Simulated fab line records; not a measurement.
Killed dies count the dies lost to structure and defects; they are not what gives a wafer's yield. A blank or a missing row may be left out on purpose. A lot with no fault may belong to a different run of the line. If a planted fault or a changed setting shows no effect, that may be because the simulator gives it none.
2 desks, one fault ; flow gf180mcu ; only its own numbers are on each desk; what lay behind them is given at the end

== FROM THE METROLOGY DESK ==
Lot by lot, what the gauges showed, no matter which tool ran the lot: averages of those sampled wafers that carry a number. The brackets show how far a lot's mean lies from the usual mean; more than 4 standard deviations puts the lot out of limits, marked OUT.
Columns: A = MVSD_TW at GF_MVSD_TW_MEAS_11, usual 1575; B = HV_LDD_3_TW at GF_HV_LDD_TW_MEAS_38, usual 1437; C = cdNm at GF_HV_LDD_CD_MEAS_46, usual 399.7 nm
lot;first seen here;A;B;C
L388;day 4 10:34;1579;1438;395.6
L389;day 4 16:26;1571;1422;399.6
L390;day 4 20:47;1565;1430;396.7
L391;day 5 02:53;1584;1445;401.0
L392;day 5 11:10;1586;1439;403.8
L393;day 5 15:01;1570;1435;401.8
L394;day 5 19:29;1582;1440;400.1
L401;day 7 23:13;1740 (+20) OUT;1439;399.1
L402;day 8 00:08;1760 (+23) OUT;1434;399.0
L404;day 8 09:35;1568;1431;401.4
L406;day 8 20:28;1587;1442;399.0
L405;day 8 21:07;1582;1443;400.2
L408;day 9 10:07;1571;1443;399.4
This desk reports L401, L402 out of limits; the earliest was L401 at day 7 23:13 (MVSD_TW at GF_MVSD_TW_MEAS_11). L388, L389, L390, L391, L392, L393, L394, L404, L406, L405, L408: within limits.

== FOR THE TOOL OWNER'S DESK: implanter-02 ==
GF_MVSD_IMPLANT_08, tool's own readings: per-lot mean of the sampled wafers with a number, covering each lot this tool ran. The brackets show how far a lot's mean lies from the usual mean; more than 4 standard deviations puts the lot out of limits, marked OUT.
Columns: A = doseIonsCm2 at GF_MVSD_IMPLANT_08, usual 1.6002e+13; B = tiltDeg at GF_MVSD_IMPLANT_08, usual 0.002 degrees
lot;first seen here;A;B
L391;day 5 02:31;1.6000e+13;0.017
L392;day 5 10:46;1.5982e+13;0.017
L401;day 7 22:50;1.6005e+13;10.859 (+99 or more) OUT
L402;day 7 23:46;1.5989e+13;10.905 (+99 or more) OUT
This desk finds L401, L402 out of limits, L401 being first, at day 7 22:50 (tiltDeg at GF_MVSD_IMPLANT_08). L391, L392: within limits.

== PUT TOGETHER ==
At day 7 22:50, on L401, L402, the tool owner's desk was in a position to raise an alarm.
The metrology desk could have raised an alarm at day 7 23:13, on L401, L402.
GF_MVSD_IMPLANT_08 was run on implanter-02 by each of the lots named.

== WHAT WAS PUT IN BY THE SIMULATOR ==
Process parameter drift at GF_MVSD_IMPLANT_08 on implanter-02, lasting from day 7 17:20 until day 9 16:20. A move of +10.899 in setting tiltDeg, from 0. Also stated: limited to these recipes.
Lots struck among those shown: L401, L402.
Hours from the fault's start to each desk's first reading out of limits: the tool owner's desk, 6; the metrology desk, 6.
